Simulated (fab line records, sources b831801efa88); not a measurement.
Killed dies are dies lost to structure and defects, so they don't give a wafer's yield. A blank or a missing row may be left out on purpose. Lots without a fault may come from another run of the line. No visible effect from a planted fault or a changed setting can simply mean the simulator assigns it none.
Struck lot and sound lot, side by side    flow sky130    45 out of 708 route steps
Sound: the wafers L926.1, L926.4, L926.6. Struck: wafer L930.1. (L930.3 of the same lot was not struck and is left out.) The cause comes at the end.
Order at every step that has rows: each side's tool, ch and its chambers, its first start. Under that, the readings that differ: sound wafers    struck wafers    difference of the means    sigmas: that difference in standard deviations of wafers without a fault.
alike: a reading whose means differ by less than 2 such deviations, as well as words and numbers matching on both sides. not compared: withheld readings; readings where some wafer has no value; bounds like >300 that might hide an equal value; numbers whose values overlap and for which the record gives no deviation.
Wherever a step has rows on one side only, a row that says differs or no value, or a row with sigmas, the two part there. Non-overlapping numbers with no deviation appear without sigmas and do not part them. A reading that every wafer of one side lacks parts them only if that side has two wafers or more.

SKY_VT_ADJUST_HVTR_OVL_MEAS_08:
  sound on overlay-01, day 10 09:51; struck on overlay-02, day 11 13:27
  alike: VT_ADJUST_HVTR_OVL
following that, these wafers have no rows for 1 step: SKY_VT_ADJUST_HVTR_IMPLANT_09.
SKY_VT_ADJUST_HVTR_STRIP_10: strips in O2/N2.
  sound on plasma_asher-02 ch 0,1, day 10 10:02; struck on plasma_asher-04 ch 1, day 11 13:38
  alike: drypump_motor_current_A, n2_flow_sccm, oes_product_au, strip_time_to_endpoint_s
  not compared: rf_hours_counter_h
SKY_VT_ADJUST_HVTR_TW_MEAS_11:
  sound on film_metro-01, day 10 10:08; struck on film_metro-04, day 11 13:44
  alike: VT_ADJUST_HVTR_TW
then, 7 steps without rows for these wafers: SKY_VT_ADJUST_PCH_DEHYDRATE_00 (time 60 s); SKY_VT_ADJUST_PCH_HMDS_01 (prime time 60 s); SKY_VT_ADJUST_PCH_COAT_02 (resist thk 3000 nm); SKY_VT_ADJUST_PCH_SOFTBAKE_03; SKY_VT_ADJUST_PCH_EXPOSE_04 (exposes mask NWM, target cd 840 nm); SKY_VT_ADJUST_PCH_PEB_05; SKY_VT_ADJUST_PCH_DEVELOP_06 (develop time 60 s).
SKY_VT_ADJUST_PCH_OVL_MEAS_07:
  sound on overlay-01, day 11 09:11; struck on overlay-02, day 12 13:02
  alike: VT_ADJUST_PCH_OVL
SKY_VT_ADJUST_PCH_IMPLANT_08:
  sound on implanter-03 ch 0, day 11 09:14; struck on implanter-03 ch 0, day 12 13:05
SKY_VT_ADJUST_PCH_STRIP_09: strips in O2/N2.
  sound on plasma_asher-02 ch 0,1, day 11 09:23; struck on plasma_asher-02 ch 1, day 12 13:14
  alike: drypump_motor_current_A, n2_flow_sccm, oes_product_au, strip_time_to_endpoint_s
  not compared: rf_hours_counter_h
SKY_VT_ADJUST_PCH_TW_MEAS_10:
  sound on film_metro-01, day 11 09:29; struck on film_metro-03, day 12 13:20
reading           sound              struck  difference  sigmas
VT_ADJUST_PCH_TW  143.9 143.5 143.9  140.0   -3.8        -3
then, 7 steps without rows for these wafers: SKY_SONOS_TUNNEL_DEHYDRATE_00 (time 60 s); SKY_SONOS_TUNNEL_HMDS_01 (prime time 60 s); SKY_SONOS_TUNNEL_COAT_02 (resist thk 1140 nm); SKY_SONOS_TUNNEL_SOFTBAKE_03 (time 60 s); SKY_SONOS_TUNNEL_EXPOSE_04 (exposes mask TUNM, target cd 410 nm); SKY_SONOS_TUNNEL_PEB_05; SKY_SONOS_TUNNEL_DEVELOP_06 (develop time 60 s).
SKY_SONOS_TUNNEL_CD_MEAS_07: the cd target is 410 nm.
  sound on cd_sem-02, day 12 09:09; struck on cd_sem-02, day 13 11:14
  alike: cd_nm
SKY_SONOS_TUNNEL_OVL_MEAS_08:
  sound on overlay-01, day 12 09:16; struck on overlay-02, day 13 11:21
  alike: SONOS_TUNNEL_OVL
then, 3 steps without rows for these wafers: SKY_SONOS_TUNNEL_IMPLANT_09; SKY_SONOS_TUNNEL_WET_ETCH_10 (etches SiO2 in dHF, target depth 14 nm, time 280 s); SKY_SONOS_TUNNEL_STRIP_11 (strips in SPM, time 600 s).
SKY_SONOS_TUNNEL_TW_MEAS_12:
  sound on film_metro-03, day 12 09:43; struck on film_metro-03, day 13 11:50
  alike: SONOS_TUNNEL_TW
then, 2 steps without rows for these wafers: SKY_SONOS_TUNNEL_CLEAN_13 (cleans in dHF, time 20 s); SKY_SONOS_ONO_OXIDATION_00 (stabilise 600 s, purge 300 s, target thk 2.6 nm).
SKY_SONOS_ONO_THK_MEAS_01:
  sound on film_metro-02, day 12 11:25; struck on film_metro-04, day 13 13:15
  alike: SONOS_ONO_OXIDATION_THK
then, 1 step without rows for these wafers: SKY_SONOS_ONO_CVD_02 (deposits Si3N4 from DCS/NH3, target thk 10.5 nm, time 180 s).
SKY_SONOS_ONO_THK_MEAS_03:
  sound on film_metro-01, day 13 16:07; struck on film_metro-04, day 13 16:14
  alike: SONOS_ONO_CVD_02_THK
then, 1 step without rows for these wafers: SKY_SONOS_ONO_CVD_04 (deposits SiO2 from SiH4/N2O, target thk 5.7199 nm).
SKY_SONOS_ONO_THK_MEAS_05:
  sound on film_metro-01, day 13 17:26; struck on film_metro-01, day 13 18:44
  alike: SONOS_ONO_CVD_04_THK
then, 7 steps without rows for these wafers: SKY_SONOS_ONO_DEHYDRATE_06 (time 60 s); SKY_SONOS_ONO_HMDS_07 (prime time 60 s); SKY_SONOS_ONO_COAT_08 (resist thk 1140 nm); SKY_SONOS_ONO_SOFTBAKE_09 (time 60 s); SKY_SONOS_ONO_EXPOSE_10 (exposes mask ONOM, target cd 410 nm); SKY_SONOS_ONO_PEB_11; SKY_SONOS_ONO_DEVELOP_12 (develop time 60 s).
-- the record jumps here: 23 days lie between the struck wafers' starts before and after (it left off in module SONOS_ONO and takes up again in module VIA1, whose first step shown is number 480 of the route) --
SKY_VIA1_RS_MEAS_22: measurement is done with a four-point probe.
  sound on film_metro-01, day 36 03:22; struck on film_metro-02, day 36 07:49
  alike: VIA1_W_RS
  not compared: hold
SKY_VIA1_THK_MEAS_23: measures by xrf.
  sound on film_metro-01, day 36 03:29; struck on film_metro-02, day 36 10:02
reading          sound        struck  difference  sigmas
VIA1_W_THK (nm)  268 271 270  260     -10         -2
  not compared: hold
-- the record jumps here: 11 days lie between the struck wafers' starts before and after (it left off in module VIA1 and takes up again in module PAD_OPEN, whose first step shown is number 708 of the route) --
SKY_PAD_OPEN_PROBE_99:
  sound on prober-01, day 47 10:52; struck on prober-01, day 47 15:28
reading                                sound                    struck   difference  sigmas
model.etest.pfet_g5v0d10v5.vt_v_range  0.05604 0.04399 0.03735  0.06829  +0.02250    
  alike: killed_at_M0_to_M3, killed_at_M4_up, killed_at_contacts, killed_at_front_end, killed_at_other, killed_dies, killed_open, killed_short

## WHERE THEY PART
First at SKY_VT_ADJUST_PCH_TW_MEAS_10; last, within this record, at SKY_VIA1_THK_MEAS_23. Later steps at which nothing parts them and some readings are alike: SKY_PAD_OPEN_PROBE_99.

WHY: what the simulator had put in
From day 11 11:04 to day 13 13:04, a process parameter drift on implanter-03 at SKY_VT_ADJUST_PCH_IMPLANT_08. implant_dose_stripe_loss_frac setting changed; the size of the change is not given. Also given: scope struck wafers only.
